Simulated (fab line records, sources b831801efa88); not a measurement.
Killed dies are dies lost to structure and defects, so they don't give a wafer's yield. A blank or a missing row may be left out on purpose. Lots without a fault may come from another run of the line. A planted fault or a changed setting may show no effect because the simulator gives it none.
fab line records | flow sfq_line
record lots=16 wafers=48 last_day=85
route steps=325 shown I0@43 M2@90
lots that met no fault: from a run of the same line without faults
start_h: hours from the record's first day to the start of the lot's first wafer shown | wait_h: hours since the lot's step before | " the same as in the row above | L1.1+2: a row that stands for several wafers | - no value, or no start given | * or withheld: withheld | < > ~ a bound
route shown NAME@n: a module of which the file shows steps, and the number in the route of the first | usual: mean/standard deviation of fault-free wafers | same: alike in all rows | chamber/n: place in a boat | sites: the reading at each site | _std_site: their standard deviation | _edge_site: outer sites' mean less inner sites' | radius_mm: how far each site lies from the wafer's centre | mask NAME#n: copy n | behind: the tool/chamber that last shaped the wafer | hold: why the lot was held/for how many hours/how that ended | device: the transistor (n, p or np) that didn't switch | end of line: the same wafers' tests at the end of the route | a step without rows: its recipe alone | killed: dies lost to structure and defects at the first sort, not the wafer's yield | map: a wafer's dies, x killed, . not, _ none there
set.NAME: the setting as run; set.NAME@STEP: as run at that earlier step | model.NAME: the simulator's own value behind a step, which no gauge read
steps of the route over a sample of lots; a table a step, a row a wafer
services: from which hour (start_h, from the record's first day; less than 0 if before it) a tool's chamber was out of use, for how many hours, and why
## steps
# step SFQ_TRILAYER_I0_DEP_PECVD_027
# recipe material=SiO2 temp_c=150 time_s=111.11 pressure_torr=2.4 rf_w=183.3 precursor=SiH4/N2O target_thk_nm=500
# usual heater_power_outer_w=32/10 heater_power_w=84/16 susceptor_temp_C=150.01/0.15 throttle_valve_pct=24.1/0.92
# columns lot.wafer tool chamber start_h wait_h heater_power_outer_w heater_power_w since_wet_clean_h susceptor_temp_C throttle_valve_pct
L999.1 pecvd-04 1 233.42 0.0 27 73 395 150.00 25.1
L999.2 " 0 " " 39 79 395 149.97 23.2
L999.6 " 0 " " 41 83 - 149.96 23.1
L100.2 pecvd-04 2 241.82 0.0 47 112 403 150.41 23.9
L100.3 " 1 " " 24 68 403 150.01 24.9
L100.4 " 0 " " 41 84 - 149.89 23.4
L101.3 pecvd-04 2 251.43 0.0 45 112 413 149.86 23.8
L101.5 " 1 " " 17 60 - 150.02 24.8
L101.6 " 2 " " 48 113 - 149.94 23.9
L102.2 pecvd-01 0 268.44 0.0 29 81 60 150.13 25.5
L102.3 " 1 " " 28 80 60 150.03 21.8
L102.5 " 0 " " 30 82 - 150.11 25.9
L103.2 pecvd-03 0 281.54 0.0 31 80 1196 150.13 24.4
L103.4 " 2 " " 35 99 - 150.03 24.0
L103.6 " 0 " " 33 83 - 150.23 23.9
L104.4 pecvd-03 2 293.58 0.0 49 119 - 150.12 23.8
L104.5 " 0 " " 22 67 - 150.06 24.1
L104.6 " 1 " " 28 82 - 149.88 23.4
L105.2 pecvd-03 1 299.54 0.0 22 75 1214 150.20 23.4
L105.3 " 0 " " 32 82 1214 150.11 23.9
L105.6 " 2 " " 42 108 - 150.02 24.1
L107.1 pecvd-04 1 315.14 0.0 27 73 476 149.98 24.8
L107.3 " 2 " " 41 105 476 149.92 24.5
L107.4 " 2 " " 44 107 - 149.73 24.1
L108.2 pecvd-03 0 328.05 0.0 23 70 1242 150.08 24.1
L108.4 " 0 " " 26 71 - 150.18 24.0
L108.6 " 1 " " 26 80 - 149.76 23.6
L110.3 pecvd-01 1 346.53 0.0 27 80 138 150.05 21.8
L110.5 " 0 " " 23 72 - 150.01 25.9
L110.6 " 2 " " 22 71 - 150.09 24.5
L111.1 pecvd-04 1 349.72 0.0 22 66 511 149.77 25.2
L111.4 " 0 " " 45 84 - 150.16 23.5
L111.6 " 1 " " 24 69 - 149.93 25.0
L112.1 pecvd-04 1 355.21 0.0 27 71 516 149.87 25.3
L112.2 " 0 " " 35 73 516 149.93 23.8
L112.6 " 1 " " 26 74 - 149.66 25.1
L113.2 pecvd-01 0 363.46 0.0 19 66 155 149.84 25.8
L113.5 " 2 " " 20 71 - 150.08 24.3
L113.6 " 0 " " 22 70 - 149.94 25.6
L114.1 pecvd-04 2 372.64 0.0 42 106 534 150.05 24.3
L114.4 " 0 " " 41 79 - 150.03 23.8
L114.6 " 1 " " 28 74 - 150.25 25.1
L119.2 pecvd-03 2 417.58 0.0 40 104 1332 149.91 23.9
L119.3 " 1 " " 19 69 1332 150.10 23.4
L119.6 " 2 " " 43 108 - 150.09 24.0
L122.1 pecvd-04 0 446.38 0.0 45 85 608 150.12 23.8
L122.5 " 0 " " 34 72 - 150.24 23.8
L122.6 " 2 " " 42 105 - 149.74 24.6
# step SFQ_TRILAYER_I0_VIA_STRIP_STRIP_035
# recipe gas=O2 power_w=200 platen_temp_c=40 overash_fraction=0.65 chemistry=O2 pressure_mtorr=50
# usual drypump_motor_current_A=6.0/0.46 oes_product_au=0.995/0.0073
# columns lot.wafer tool chamber start_h wait_h drypump_motor_current_A oes_product_au rf_hours_counter_h
L999.1 rie_metal-03 1 361.45 - 6.0 0.994 33
L999.2 " 0 " " 5.2 0.997 76
L999.6 " 1 " " 6.0 0.989 -
L100.2 rie_metal-01 0 369.85 - 5.9 1.000 2
L100.3 " 1 " " 6.2 0.996 -
L100.4 " 0 " " 5.9 0.989 -
L101.3 rie_metal-01 0 380.85 - 5.9 0.983 -
L101.5 " 1 " " 6.2 0.986 -
L101.6 " 0 " " 5.9 0.986 -
L102.2 rie_metal-03 1 395.17 - 6.0 0.993 36
L102.3 " 0 " " 5.1 0.993 -
L102.5 " 1 " " 6.0 0.993 -
L103.2 rie_metal-01 0 414.37 - 5.9 0.991 9
L103.4 " 1 " " 6.2 0.995 -
L103.6 " 0 " " 5.9 0.986 -
L104.4 rie_metal-01 1 427.77 - 6.2 1.000 -
L104.5 " 0 " " 5.9 1.001 -
L104.6 " 1 " " 6.2 0.993 -
L105.2 rie_metal-02 0 432.37 - 6.7 0.996 19
L105.3 " 1 " " 5.4 1.011 -
L105.6 " 1 " " 5.5 1.007 -
L107.1 rie_metal-02 1 450.37 - 5.5 1.005 12
L107.3 " 0 " " 6.7 0.992 -
L107.4 " 1 " " 5.4 1.006 -
L108.2 rie_metal-02 1 469.57 - 5.5 1.007 16
L108.4 " 1 " " 5.4 1.007 -
L108.6 " 1 " " 5.4 1.013 -
L110.3 rie_metal-01 1 506.09 - 6.2 0.995 -
L110.5 " 0 " " 5.9 0.992 -
L110.6 " 1 " " 6.1 1.006 -
L111.1 rie_metal-03 0 510.69 - 5.2 1.007 98
L111.4 " 0 " " 5.1 1.004 -
L111.6 " 1 " " 6.0 0.997 -
L112.1 rie_metal-01 0 511.89 - 5.9 1.006 26
L112.2 " 1 " " 6.2 1.008 108
L112.6 " 1 " " 6.2 1.004 -
L113.2 rie_metal-03 1 513.09 - 5.9 1.001 56
L113.5 " 0 " " 5.1 1.011 -
L113.6 " 1 " " 5.9 0.992 -
L114.1 rie_metal-01 1 514.29 - 6.2 0.990 108
L114.4 " 0 " " 5.9 0.986 -
L114.6 " 1 " " 6.2 0.985 -
L119.2 rie_metal-01 1 520.29 - 6.2 1.006 110
L119.3 " 0 " " 5.9 0.997 -
L119.6 " 1 " " 6.2 1.004 -
L122.1 rie_metal-01 0 523.89 - 5.9 0.984 28
L122.5 " 1 " " 6.2 0.997 -
L122.6 " 0 " " 5.9 0.994 -
# step SFQ_M2_RS_MEAS_914
# recipe thk_meas_gauge=four-point-probe reads=Nb_of_TRILAYER_M2_DEP_SPUTTER_055
# usual M2_NB_RS=0.889/0.0087
# columns lot.wafer tool chamber start_h wait_h M2_NB_RS[ohm/sq]
L999.1 film_metro-03 - 540.78 0.0 0.897
L999.2 " - " " 0.886
L999.6 " - " " 0.892
L100.2 film_metro-03 - 541.83 0.1 0.890
L100.3 " - " " 0.872
L100.4 " - " " 0.882
L101.3 film_metro-03 - 544.25 0.1 0.888
L101.5 " - " " 0.887
L101.6 " - " " 0.885
L102.2 film_metro-01 - 557.85 0.1 0.912
L102.3 " - " " 0.894
L102.5 " - " " 0.895
L103.2 film_metro-03 - 600.61 0.1 0.890
L103.4 " - " " 0.894
L103.6 " - " " 0.899
L104.4 film_metro-02 - 601.85 0.1 0.889
L104.5 " - " " 0.879
L104.6 " - " " 0.886
L105.2 film_metro-03 - 603.01 0.1 0.894
L105.3 " - " " 0.891
L105.6 " - " " 0.900
L107.1 film_metro-01 - 615.41 0.0 0.885
L107.3 " - " " 0.898
L107.4 " - " " 0.878
L108.2 film_metro-02 - 634.22 0.1 0.881
L108.4 " - " " 0.882
L108.6 " - " " 0.888
L110.3 film_metro-03 - 662.85 0.1 0.884
L110.5 " - " " 0.883
L110.6 " - " " 0.881
L111.1 film_metro-02 - 670.69 0.0 0.876
L111.4 " - " " 0.881
L111.6 " - " " 0.872
L112.1 film_metro-02 - 673.09 0.0 0.902
L112.2 " - " " 0.890
L112.6 " - " " 0.897
L113.2 film_metro-03 - 674.31 0.1 0.892
L113.5 " - " " 0.905
L113.6 " - " " 0.894
L114.1 film_metro-03 - 675.49 0.0 0.893
L114.4 " - " " 0.883
L114.6 " - " " 0.883
L119.2 film_metro-03 - 685.77 0.1 0.881
L119.3 " - " " 0.910
L119.6 " - " " 0.900
L122.1 film_metro-03 - 849.07 0.0 0.887
L122.5 " - " " 0.882
L122.6 " - " " 0.875
# step SFQ_TRILAYER_M2_LITHO_EXPOSE_058
# recipe mask_id=M2 na=0.6 source_shape=conventional sigma_outer=0.65 target_cd_nm=500 dose_mj=14.4
# usual exposure_dose_mJ_cm2=14.401/0.015 stage_vel_mm_s=500.03/0.22
# columns lot.wafer tool chamber start_h wait_h mask exposure_dose_mJ_cm2 stage_vel_mm_s
L999.1 krf_scanner-02 0 693.95 - M2#0 14.419 499.66
L999.2 " 0 " " M2#0 14.421 499.99
L999.6 " 0 " " M2#0 14.433 499.76
L100.2 krf_scanner-02 0 696.55 - M2#0 14.417 500.00
L100.3 " 0 " " M2#0 14.443 500.00
L100.4 " 0 " " M2#0 14.414 500.08
L101.3 krf_scanner-01 0 702.62 - M2#0 14.385 499.95
L101.5 " 0 " " M2#0 14.395 499.66
L101.6 " 0 " " M2#0 14.406 499.99
L102.2 krf_scanner-01 0 715.62 - M2#0 14.389 500.23
L102.3 " 0 " " M2#0 14.409 500.35
L102.5 " 0 " " M2#0 14.400 500.16
L103.2 krf_scanner-01 0 757.62 - M2#0 14.391 500.03
L103.4 " 0 " " M2#0 14.383 499.97
L103.6 " 0 " " M2#0 14.386 500.16
L104.4 krf_scanner-01 0 759.22 - M2#0 14.409 499.57
L104.5 " 0 " " M2#0 14.406 499.60
L104.6 " 0 " " M2#0 14.409 499.76
L105.2 krf_scanner-01 0 760.02 - M2#0 14.391 499.84
L105.3 " 0 " " M2#0 14.377 500.29
L105.6 " 0 " " M2#0 14.400 499.77
L107.1 krf_scanner-02 0 774.34 - M2#0 14.398 500.19
L107.3 " 0 " " M2#0 14.393 500.27
L107.4 " 0 " " M2#0 14.411 500.15
L108.2 krf_scanner-02 0 793.74 - M2#0 14.404 499.83
L108.4 " 0 " " M2#0 14.427 500.22
L108.6 " 0 " " M2#0 14.394 500.21
L110.3 krf_scanner-02 0 819.14 - M2#0 14.393 499.88
L110.5 " 0 " " M2#0 14.387 500.21
L110.6 " 0 " " M2#0 14.394 500.46
L111.1 krf_scanner-02 0 825.94 - M2#0 11.245 500.33
L111.4 " 0 " " M2#0 11.263 499.92
L111.6 " 0 " " M2#0 11.256 499.72
L112.1 krf_scanner-02 0 828.34 - M2#0 11.279 499.95
L112.2 " 0 " " M2#0 11.263 500.05
L112.6 " 0 " " M2#0 11.272 500.18
L113.2 krf_scanner-02 0 829.74 - M2#0 11.285 500.00
L113.5 " 0 " " M2#0 11.270 499.69
L113.6 " 0 " " M2#0 11.282 500.11
L114.1 krf_scanner-02 0 830.74 - M2#0 11.268 500.18
L114.4 " 0 " " M2#0 11.285 500.65
L114.6 " 0 " " M2#0 11.289 500.51
L119.2 krf_scanner-01 0 841.87 - M2#0 14.426 500.25
L119.3 " 0 " " M2#0 14.398 499.96
L119.6 " 0 " " M2#0 14.425 499.76
L122.1 krf_scanner-01 0 1005.76 - M2#0 14.386 500.03
L122.5 " 0 " " M2#0 14.416 500.29
L122.6 " 0 " " M2#0 14.384 499.98
## services
# columns tool chamber start_h hours kind
krf_scanner-02 - 221.82 0.8 pm
krf_scanner-02 - 315.05 3.6 pm
krf_scanner-02 - 327.00 1.0 pm
krf_scanner-02 - 348.84 1.3 pm
krf_scanner-02 - 365.63 0.3 repair
krf_scanner-02 - 380.05 1.3 repair
krf_scanner-02 - 389.49 0.8 pm
krf_scanner-02 - 470.29 4.0 pm
krf_scanner-02 - 480.06 4.4 pm
krf_scanner-02 - 484.92 0.4 repair
krf_scanner-02 - 496.00 1.0 pm
krf_scanner-02 - 524.60 1.3 pm
krf_scanner-02 - 558.74 0.8 pm
rie_metal-01 1 628.51 5.8 repair
krf_scanner-02 - 664.59 1.0 pm
krf_scanner-02 - 701.15 1.3 pm
krf_scanner-02 - 710.33 0.9 repair
krf_scanner-02 - 727.26 0.8 pm
krf_scanner-02 - 735.97 0.2 repair
krf_scanner-02 - 833.14 1.0 pm
krf_scanner-02 - 876.59 1.3 pm
krf_scanner-02 - 895.89 0.8 pm
krf_scanner-02 - 934.18 7.2 pm
krf_scanner-02 - 941.45 0.6 repair
## key
first_sign step=SFQ_TRILAYER_M2_LITHO_EXPOSE_058 reading=exposure_dose_mJ_cm2 direction=down sigmas=99+ usual=14.401 struck=11.271
effect none on later readings
met_at SFQ_TRILAYER_M2_LITHO_EXPOSE_058
struck_lots L111,L112,L113,L114
not_acting_at SFQ_TRILAYER_I0_DEP_PECVD_027,SFQ_TRILAYER_I0_VIA_STRIP_STRIP_035,SFQ_M2_RS_MEAS_914
fault kind=process_parameter_drift tool=krf_scanner-02 chamber=- onset_h=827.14 steps=SFQ_TRILAYER_M2_LITHO_EXPOSE_058 channel=dose_mj offset=-3.1336 shape=step acts_in=these_recipes_only stated=14.4
